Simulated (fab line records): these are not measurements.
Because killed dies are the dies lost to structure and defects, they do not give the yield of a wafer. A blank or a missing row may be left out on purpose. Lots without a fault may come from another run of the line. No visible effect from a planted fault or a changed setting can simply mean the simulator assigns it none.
fab line records / flow gf180mcu
[record] lots = 6 wafers = 16 last-day = 34
route steps=602 shown VT_IMPLANT@95
lots with no fault: from the same line, run without faults
start-h: start of the lot's first displayed wafer, in hours after the record's first day / wait-h: time in hours since the lot's previous step / " identical to the entry in the row above / L1.1+2: one row covering several wafers at once / - no value present, or no start provided / * or withheld: withheld / < > ~ a bound
route shown NAME@n: names a module that has steps shown in the file, with the first one's number in the route / usual: average and standard deviation across the fault-free wafers / same: alike in all rows / chamber/n: place in a boat / sites: each site's reading / _std_site: the standard deviation of these / _edge_site: inner sites' mean taken away from outer sites' mean / radius-mm: how far each site lies from the wafer's centre / mask NAME#n: copy n / behind: tool/chamber where the wafer was last shaped / hold: the reason the lot was held/the length of the hold in hours/how it ended / device: which transistor (n, p or np) failed to switch / end of line: tests run on the same wafers once the route is complete / for a step that has no rows: nothing shown but its recipe / killed: dies that structure and defects cost at the first sort, which is not the same as the wafer's yield / map: a wafer's dies, x killed, . not, _ none there
set.NAME: setting as actually run; set.NAME@STEP: the setting as run at that earlier step / model.NAME: the simulator's own value behind a step, which no gauge read
lots at some steps of the route; a table a step, a row a wafer
services: the hour from which a tool's chamber was out of use, counted from the record's first day as start-h (under 0 if before that day), plus the number of hours and why
[[steps]]
[step GF_VT_IMPLANT_PEB_05]
[recipe] temp-c = withheld time-s = * resist = NOVOLAK
[step GF_VT_IMPLANT_DEVELOP_06]
[recipe] develop-time-s = 60 dev-temp-c = 23
[step GF_VT_IMPLANT_OVL_MEAS_07]
[usual] VT_IMPLANT_OVL = -0.3/1.5
lot.wafer=L564.2 tool=overlay-02 chamber=- start-h=115.57 wait-h=0.1 VT_IMPLANT_OVL[nm]=-2.3
lot.wafer=L564.3 tool=overlay-02 chamber=- start-h=115.57 wait-h=0.1 VT_IMPLANT_OVL[nm]=-3.0
lot.wafer=L564.6 tool=overlay-02 chamber=- start-h=115.57 wait-h=0.1 VT_IMPLANT_OVL[nm]=-2.3
lot.wafer=L567.1 tool=overlay-01 chamber=- start-h=137.76 wait-h=0.1 VT_IMPLANT_OVL[nm]=1.6
lot.wafer=L567.3 tool=overlay-01 chamber=- start-h=137.76 wait-h=0.1 VT_IMPLANT_OVL[nm]=2.4
lot.wafer=L567.4 tool=overlay-01 chamber=- start-h=137.76 wait-h=0.1 VT_IMPLANT_OVL[nm]=0.8
lot.wafer=L575.2 tool=overlay-02 chamber=- start-h=186.42 wait-h=0.1 VT_IMPLANT_OVL[nm]=0.3
lot.wafer=L575.3 tool=overlay-02 chamber=- start-h=186.42 wait-h=0.1 VT_IMPLANT_OVL[nm]=-0.5
lot.wafer=L576.2 tool=overlay-01 chamber=- start-h=192.67 wait-h=0.1 VT_IMPLANT_OVL[nm]=1.1
lot.wafer=L576.3 tool=overlay-01 chamber=- start-h=192.67 wait-h=0.1 VT_IMPLANT_OVL[nm]=0.4
lot.wafer=L583.1 tool=overlay-02 chamber=- start-h=233.32 wait-h=0.1 VT_IMPLANT_OVL[nm]=-3.5
lot.wafer=L583.4 tool=overlay-02 chamber=- start-h=233.32 wait-h=0.1 VT_IMPLANT_OVL[nm]=-2.2
lot.wafer=L583.6 tool=overlay-02 chamber=- start-h=233.32 wait-h=0.1 VT_IMPLANT_OVL[nm]=-4.1
lot.wafer=L585.1 tool=overlay-01 chamber=- start-h=246.37 wait-h=0.1 VT_IMPLANT_OVL[nm]=0.2
lot.wafer=L585.2 tool=overlay-01 chamber=- start-h=246.37 wait-h=0.1 VT_IMPLANT_OVL[nm]=0.6
lot.wafer=L585.3 tool=overlay-01 chamber=- start-h=246.37 wait-h=0.1 VT_IMPLANT_OVL[nm]=0.1
[step GF_VT_IMPLANT_IMPLANT_08]
[recipe] species = BF2 energy-kev = 20 dose-cm2 = 8.29e+12 tilt-deg = 7
[step GF_VT_IMPLANT_STRIP_09]
[recipe] chemistry = O2/N2 power-w = 1400 pressure-mtorr = 1500 platen-temp-c = 250 o2-flow-sccm = 3000 n2-flow-sccm = 300 overash-fraction = 0.5
[usual] drypump-motor-current-A = 5.6/0.34 heater-power-w = 327/9.3 oes-product-au = 0.716/0.004 strip-time-to-endpoint-s = 12.63/0.036
lot.wafer=L564.2 tool=plasma-asher-03 chamber=0 start-h=115.75 wait-h=0.1 drypump-motor-current-A=5.4 heater-power-w=332 oes-product-au=0.715 rf-hours-counter-h=33 strip-time-to-endpoint-s=12.60
lot.wafer=L564.3 tool=plasma-asher-03 chamber=1 start-h=115.75 wait-h=0.1 drypump-motor-current-A=6.2 heater-power-w=336 oes-product-au=0.722 rf-hours-counter-h=- strip-time-to-endpoint-s=12.61
lot.wafer=L564.6 tool=plasma-asher-03 chamber=1 start-h=115.75 wait-h=0.1 drypump-motor-current-A=6.2 heater-power-w=329 oes-product-au=0.716 rf-hours-counter-h=- strip-time-to-endpoint-s=12.63
lot.wafer=L567.1 tool=plasma-asher-01 chamber=1 start-h=137.94 wait-h=0.1 drypump-motor-current-A=5.3 heater-power-w=327 oes-product-au=0.722 rf-hours-counter-h=51 strip-time-to-endpoint-s=12.68
lot.wafer=L567.3 tool=plasma-asher-01 chamber=0 start-h=137.94 wait-h=0.1 drypump-motor-current-A=5.5 heater-power-w=315 oes-product-au=0.724 rf-hours-counter-h=- strip-time-to-endpoint-s=12.67
lot.wafer=L567.4 tool=plasma-asher-01 chamber=1 start-h=137.94 wait-h=0.1 drypump-motor-current-A=5.3 heater-power-w=322 oes-product-au=0.716 rf-hours-counter-h=- strip-time-to-endpoint-s=12.61
lot.wafer=L575.2 tool=plasma-asher-03 chamber=0 start-h=186.60 wait-h=0.1 drypump-motor-current-A=5.4 heater-power-w=335 oes-product-au=0.718 rf-hours-counter-h=41 strip-time-to-endpoint-s=12.67
lot.wafer=L575.3 tool=plasma-asher-03 chamber=1 start-h=186.60 wait-h=0.1 drypump-motor-current-A=6.2 heater-power-w=327 oes-product-au=0.714 rf-hours-counter-h=- strip-time-to-endpoint-s=12.65
lot.wafer=L576.2 tool=plasma-asher-01 chamber=1 start-h=192.85 wait-h=0.1 drypump-motor-current-A=5.3 heater-power-w=320 oes-product-au=0.715 rf-hours-counter-h=57 strip-time-to-endpoint-s=12.62
lot.wafer=L576.3 tool=plasma-asher-01 chamber=0 start-h=192.85 wait-h=0.1 drypump-motor-current-A=5.5 heater-power-w=312 oes-product-au=0.712 rf-hours-counter-h=- strip-time-to-endpoint-s=12.64
lot.wafer=L583.1 tool=plasma-asher-03 chamber=0 start-h=233.50 wait-h=0.1 drypump-motor-current-A=5.4 heater-power-w=332 oes-product-au=0.712 rf-hours-counter-h=46 strip-time-to-endpoint-s=12.63
lot.wafer=L583.4 tool=plasma-asher-03 chamber=1 start-h=233.50 wait-h=0.1 drypump-motor-current-A=6.2 heater-power-w=332 oes-product-au=0.716 rf-hours-counter-h=- strip-time-to-endpoint-s=12.68
lot.wafer=L583.6 tool=plasma-asher-03 chamber=0 start-h=233.50 wait-h=0.1 drypump-motor-current-A=5.4 heater-power-w=335 oes-product-au=0.709 rf-hours-counter-h=- strip-time-to-endpoint-s=12.58
lot.wafer=L585.1 tool=plasma-asher-03 chamber=1 start-h=246.55 wait-h=0.1 drypump-motor-current-A=6.2 heater-power-w=332 oes-product-au=0.719 rf-hours-counter-h=47 strip-time-to-endpoint-s=12.68
lot.wafer=L585.2 tool=plasma-asher-03 chamber=0 start-h=246.55 wait-h=0.1 drypump-motor-current-A=5.4 heater-power-w=329 oes-product-au=0.706 rf-hours-counter-h=47 strip-time-to-endpoint-s=12.70
lot.wafer=L585.3 tool=plasma-asher-03 chamber=1 start-h=246.55 wait-h=0.1 drypump-motor-current-A=6.2 heater-power-w=329 oes-product-au=0.719 rf-hours-counter-h=- strip-time-to-endpoint-s=12.66
[step GF_VT_IMPLANT_TW_MEAS_10]
[usual] VT_IMPLANT_TW = 567/6.6
lot.wafer=L564.2 tool=film-metro-04 chamber=- start-h=115.86 wait-h=0.1 VT_IMPLANT_TW=563
lot.wafer=L564.3 tool=film-metro-04 chamber=- start-h=115.86 wait-h=0.1 VT_IMPLANT_TW=565
lot.wafer=L564.6 tool=film-metro-04 chamber=- start-h=115.86 wait-h=0.1 VT_IMPLANT_TW=566
lot.wafer=L567.1 tool=film-metro-01 chamber=- start-h=138.04 wait-h=0.1 VT_IMPLANT_TW=574
lot.wafer=L567.3 tool=film-metro-01 chamber=- start-h=138.04 wait-h=0.1 VT_IMPLANT_TW=573
lot.wafer=L567.4 tool=film-metro-01 chamber=- start-h=138.04 wait-h=0.1 VT_IMPLANT_TW=571
lot.wafer=L575.2 tool=film-metro-03 chamber=- start-h=186.71 wait-h=0.1 VT_IMPLANT_TW=559
lot.wafer=L575.3 tool=film-metro-03 chamber=- start-h=186.71 wait-h=0.1 VT_IMPLANT_TW=558
lot.wafer=L576.2 tool=film-metro-01 chamber=- start-h=192.96 wait-h=0.1 VT_IMPLANT_TW=573
lot.wafer=L576.3 tool=film-metro-01 chamber=- start-h=192.96 wait-h=0.1 VT_IMPLANT_TW=576
lot.wafer=L583.1 tool=film-metro-04 chamber=- start-h=233.60 wait-h=0.1 VT_IMPLANT_TW=565
lot.wafer=L583.4 tool=film-metro-04 chamber=- start-h=233.60 wait-h=0.1 VT_IMPLANT_TW=566
lot.wafer=L583.6 tool=film-metro-04 chamber=- start-h=233.60 wait-h=0.1 VT_IMPLANT_TW=565
lot.wafer=L585.1 tool=film-metro-04 chamber=- start-h=246.65 wait-h=0.1 VT_IMPLANT_TW=563
lot.wafer=L585.2 tool=film-metro-04 chamber=- start-h=246.65 wait-h=0.1 VT_IMPLANT_TW=565
lot.wafer=L585.3 tool=film-metro-04 chamber=- start-h=246.65 wait-h=0.1 VT_IMPLANT_TW=564
[step GF_VT_IMPLANT_DEHYDRATE_11]
[recipe] temp-c = 200 time-s = 60
[step GF_VT_IMPLANT_HMDS_12]
[recipe] prime-time-s = 60 prime-temp-c = 120
[step GF_VT_IMPLANT_COAT_13]
[recipe] resist = NOVOLAK spin-rpm = 3000 resist-thk-nm = 1000
[step GF_VT_IMPLANT_SOFTBAKE_14]
[recipe] temp-c = 90 time-s = 60 resist = NOVOLAK
[step GF_VT_IMPLANT_EXPOSE_15]
[recipe] mask-id = Nwell_LV_AREA target-cd-nm = 860 na = 0.6 source-shape = conventional sigma-outer = 0.6 dose-mj = 140
[step GF_VT_IMPLANT_PEB_16]
[recipe] temp-c = withheld time-s = * resist = NOVOLAK
[step GF_VT_IMPLANT_DEVELOP_17]
[recipe] develop-time-s = 60 dev-temp-c = 23
lot.wafer=L564.2+3+6 tool=litho-track-04 chamber=0 start-h=130.69 wait-h=0.1
lot.wafer=L567.1+3+4 tool=litho-track-04 chamber=0 start-h=153.27 wait-h=0.1
lot.wafer=L575.2+3 tool=litho-track-04 chamber=0 start-h=202.49 wait-h=0.1
lot.wafer=L576.2+3 tool=litho-track-04 chamber=0 start-h=209.34 wait-h=0.1
lot.wafer=L583.1+4+6 tool=litho-track-03 chamber=0 start-h=251.66 wait-h=0.1
lot.wafer=L585.1+2+3 tool=litho-track-02 chamber=0 start-h=265.21 wait-h=0.1
[step GF_VT_IMPLANT_OVL_MEAS_18]
[usual] VT_IMPLANT_01_OVL = -1.2/1.5
lot.wafer=L564.2 tool=overlay-02 chamber=- start-h=130.82 wait-h=0.1 VT_IMPLANT_01_OVL[nm]=-1.1
lot.wafer=L564.3 tool=overlay-02 chamber=- start-h=130.82 wait-h=0.1 VT_IMPLANT_01_OVL[nm]=-0.3
lot.wafer=L564.6 tool=overlay-02 chamber=- start-h=130.82 wait-h=0.1 VT_IMPLANT_01_OVL[nm]=-0.1
lot.wafer=L567.1 tool=overlay-01 chamber=- start-h=153.42 wait-h=0.1 VT_IMPLANT_01_OVL[nm]=-2.7
lot.wafer=L567.3 tool=overlay-01 chamber=- start-h=153.42 wait-h=0.1 VT_IMPLANT_01_OVL[nm]=-3.3
lot.wafer=L567.4 tool=overlay-01 chamber=- start-h=153.42 wait-h=0.1 VT_IMPLANT_01_OVL[nm]=-1.9
lot.wafer=L575.2 tool=overlay-01 chamber=- start-h=202.62 wait-h=0.1 VT_IMPLANT_01_OVL[nm]=-
lot.wafer=L575.3 tool=overlay-01 chamber=- start-h=202.62 wait-h=0.1 VT_IMPLANT_01_OVL[nm]=-
lot.wafer=L576.2 tool=overlay-02 chamber=- start-h=209.47 wait-h=0.1 VT_IMPLANT_01_OVL[nm]=-
lot.wafer=L576.3 tool=overlay-02 chamber=- start-h=209.47 wait-h=0.1 VT_IMPLANT_01_OVL[nm]=-
lot.wafer=L583.1 tool=overlay-02 chamber=- start-h=251.81 wait-h=0.1 VT_IMPLANT_01_OVL[nm]=-4.6
lot.wafer=L583.4 tool=overlay-02 chamber=- start-h=251.81 wait-h=0.1 VT_IMPLANT_01_OVL[nm]=-4.5
lot.wafer=L583.6 tool=overlay-02 chamber=- start-h=251.81 wait-h=0.1 VT_IMPLANT_01_OVL[nm]=-3.3
lot.wafer=L585.1 tool=overlay-02 chamber=- start-h=265.36 wait-h=0.1 VT_IMPLANT_01_OVL[nm]=-1.4
lot.wafer=L585.2 tool=overlay-02 chamber=- start-h=265.36 wait-h=0.1 VT_IMPLANT_01_OVL[nm]=-1.8
lot.wafer=L585.3 tool=overlay-02 chamber=- start-h=265.36 wait-h=0.1 VT_IMPLANT_01_OVL[nm]=-0.7
[step GF_VT_IMPLANT_IMPLANT_19]
[recipe] species = As energy-kev = 100 dose-cm2 = 4.35e+12 tilt-deg = 7
[step GF_VT_IMPLANT_STRIP_20]
[recipe] chemistry = O2/N2 power-w = 1400 pressure-mtorr = 1500 platen-temp-c = 250 o2-flow-sccm = 3000 n2-flow-sccm = 300 overash-fraction = 0.5
[usual] drypump-motor-current-A = 5.6/0.34 heater-power-w = 328/8.8 oes-product-au = 0.717/0.0048 strip-time-to-endpoint-s = 12.63/0.038
lot.wafer=L564.2 tool=plasma-asher-04 chamber=0 start-h=131.00 wait-h=0.1 drypump-motor-current-A=5.2 heater-power-w=330 oes-product-au=0.715 rf-hours-counter-h=1 strip-time-to-endpoint-s=12.63
lot.wafer=L564.3 tool=plasma-asher-04 chamber=0 start-h=131.00 wait-h=0.1 drypump-motor-current-A=5.2 heater-power-w=331 oes-product-au=0.710 rf-hours-counter-h=- strip-time-to-endpoint-s=12.55
lot.wafer=L564.6 tool=plasma-asher-04 chamber=1 start-h=131.00 wait-h=0.1 drypump-motor-current-A=5.6 heater-power-w=341 oes-product-au=0.710 rf-hours-counter-h=- strip-time-to-endpoint-s=12.58
lot.wafer=L567.1 tool=plasma-asher-04 chamber=0 start-h=153.60 wait-h=0.1 drypump-motor-current-A=5.2 heater-power-w=330 oes-product-au=0.718 rf-hours-counter-h=3 strip-time-to-endpoint-s=12.62
lot.wafer=L567.3 tool=plasma-asher-04 chamber=1 start-h=153.60 wait-h=0.1 drypump-motor-current-A=5.6 heater-power-w=346 oes-product-au=0.718 rf-hours-counter-h=- strip-time-to-endpoint-s=12.61
lot.wafer=L567.4 tool=plasma-asher-04 chamber=0 start-h=153.60 wait-h=0.1 drypump-motor-current-A=5.2 heater-power-w=336 oes-product-au=0.717 rf-hours-counter-h=- strip-time-to-endpoint-s=12.63
lot.wafer=L575.2 tool=plasma-asher-03 chamber=0 start-h=202.80 wait-h=0.1 drypump-motor-current-A=5.4 heater-power-w=326 oes-product-au=0.717 rf-hours-counter-h=42 strip-time-to-endpoint-s=12.67
lot.wafer=L575.3 tool=plasma-asher-03 chamber=0 start-h=202.80 wait-h=0.1 drypump-motor-current-A=5.4 heater-power-w=324 oes-product-au=0.713 rf-hours-counter-h=- strip-time-to-endpoint-s=12.66
lot.wafer=L576.2 tool=plasma-asher-03 chamber=0 start-h=209.65 wait-h=0.1 drypump-motor-current-A=5.4 heater-power-w=331 oes-product-au=0.713 rf-hours-counter-h=43 strip-time-to-endpoint-s=12.66
lot.wafer=L576.3 tool=plasma-asher-03 chamber=1 start-h=209.65 wait-h=0.1 drypump-motor-current-A=6.2 heater-power-w=336 oes-product-au=0.714 rf-hours-counter-h=- strip-time-to-endpoint-s=12.69
lot.wafer=L583.1 tool=plasma-asher-01 chamber=1 start-h=251.99 wait-h=0.1 drypump-motor-current-A=5.3 heater-power-w=328 oes-product-au=0.716 rf-hours-counter-h=62 strip-time-to-endpoint-s=12.63
lot.wafer=L583.4 tool=plasma-asher-01 chamber=1 start-h=251.99 wait-h=0.1 drypump-motor-current-A=5.3 heater-power-w=322 oes-product-au=0.718 rf-hours-counter-h=- strip-time-to-endpoint-s=12.65
lot.wafer=L583.6 tool=plasma-asher-01 chamber=0 start-h=251.99 wait-h=0.1 drypump-motor-current-A=5.5 heater-power-w=320 oes-product-au=0.714 rf-hours-counter-h=- strip-time-to-endpoint-s=12.68
lot.wafer=L585.1 tool=plasma-asher-03 chamber=1 start-h=265.55 wait-h=0.1 drypump-motor-current-A=6.2 heater-power-w=325 oes-product-au=0.717 rf-hours-counter-h=47 strip-time-to-endpoint-s=12.64
lot.wafer=L585.2 tool=plasma-asher-03 chamber=0 start-h=265.55 wait-h=0.1 drypump-motor-current-A=5.4 heater-power-w=327 oes-product-au=0.725 rf-hours-counter-h=47 strip-time-to-endpoint-s=12.63
lot.wafer=L585.3 tool=plasma-asher-03 chamber=1 start-h=265.55 wait-h=0.1 drypump-motor-current-A=6.2 heater-power-w=326 oes-product-au=0.719 rf-hours-counter-h=- strip-time-to-endpoint-s=12.61
[step GF_VT_IMPLANT_TW_MEAS_21]
[usual] VT_IMPLANT_2_TW = 1225/15
lot.wafer=L564.2 tool=film-metro-03 chamber=- start-h=131.11 wait-h=0.1 VT_IMPLANT_2_TW=1203
lot.wafer=L564.3 tool=film-metro-03 chamber=- start-h=131.11 wait-h=0.1 VT_IMPLANT_2_TW=1202
lot.wafer=L564.6 tool=film-metro-03 chamber=- start-h=131.11 wait-h=0.1 VT_IMPLANT_2_TW=1198
lot.wafer=L567.1 tool=film-metro-04 chamber=- start-h=153.70 wait-h=0.1 VT_IMPLANT_2_TW=1210
lot.wafer=L567.3 tool=film-metro-04 chamber=- start-h=153.70 wait-h=0.1 VT_IMPLANT_2_TW=1207
lot.wafer=L567.4 tool=film-metro-04 chamber=- start-h=153.70 wait-h=0.1 VT_IMPLANT_2_TW=1211
lot.wafer=L575.2 tool=film-metro-01 chamber=- start-h=202.91 wait-h=0.1 VT_IMPLANT_2_TW=30
lot.wafer=L575.3 tool=film-metro-01 chamber=- start-h=202.91 wait-h=0.1 VT_IMPLANT_2_TW=30
lot.wafer=L576.2 tool=film-metro-04 chamber=- start-h=209.76 wait-h=0.1 VT_IMPLANT_2_TW=30
lot.wafer=L576.3 tool=film-metro-04 chamber=- start-h=209.76 wait-h=0.1 VT_IMPLANT_2_TW=30
lot.wafer=L583.1 tool=film-metro-01 chamber=- start-h=252.09 wait-h=0.1 VT_IMPLANT_2_TW=1253
lot.wafer=L583.4 tool=film-metro-01 chamber=- start-h=252.09 wait-h=0.1 VT_IMPLANT_2_TW=1246
lot.wafer=L583.6 tool=film-metro-01 chamber=- start-h=252.09 wait-h=0.1 VT_IMPLANT_2_TW=1247
lot.wafer=L585.1 tool=film-metro-01 chamber=- start-h=265.65 wait-h=0.1 VT_IMPLANT_2_TW=1230
lot.wafer=L585.2 tool=film-metro-01 chamber=- start-h=265.65 wait-h=0.1 VT_IMPLANT_2_TW=1231
lot.wafer=L585.3 tool=film-metro-01 chamber=- start-h=265.65 wait-h=0.1 VT_IMPLANT_2_TW=1224
[step GF_VT_IMPLANT_DEHYDRATE_22]
[recipe] temp-c = 200 time-s = 60
[[services]]
tool=plasma-asher-04 chamber=- start-h=108.75 hours=9.0 kind=pm
tool=plasma-asher-04 chamber=0 start-h=108.75 hours=9.0 kind=vent-cycle
tool=plasma-asher-04 chamber=1 start-h=108.75 hours=9.0 kind=vent-cycle
tool=plasma-asher-04 chamber=0 start-h=117.75 hours=- kind=clean
tool=plasma-asher-04 chamber=1 start-h=117.75 hours=- kind=clean
tool=plasma-asher-03 chamber=- start-h=249.42 hours=14.6 kind=pm
[[key]]
[first-sign] step = GF_VT_IMPLANT_OVL_MEAS_18 reading = VT_IMPLANT_01_OVL direction = missing
[effect] step = GF_VT_IMPLANT_TW_MEAS_21 reading = VT_IMPLANT_2_TW direction = down sigmas = 81 usual = 1225 struck = 30
met-at GF_VT_IMPLANT_DEVELOP_17
struck-wafers L575.2,L575.3,L576.2,L576.3
later-rows-left-out L575.2,L575.3,L576.2,L576.3
sort-left-out L575.2,L575.3,L576.2,L576.3
tester-left-out L575,L576
onset-between 153.27 202.49
[fault] kind = process-parameter-drift tool = litho-track-04 chamber = - onset-h = 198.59 steps = GF_VT_IMPLANT_DEVELOP_17 channel = develop-time-s offset = * shape = step end-h = 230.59 scope = struck-wafers-only acts-in = * stated = *
// tester-left-out: of these lots the tester's yield and bins aren't shown, on N5 and GAA mostly nor the transistor test; their killed dies are dies lost to structure and defects alone, not to doping, threshold or leakage, so they don't give the yield
// sort-left-out: the simulated sort isn't trusted on such a fault, so these wafers' sort isn't shown, and their yield isn't known
// later-rows-left-out: the simulator's readings of these wafers behind a module that went badly wrong aren't trusted and aren't shown, but for the sort
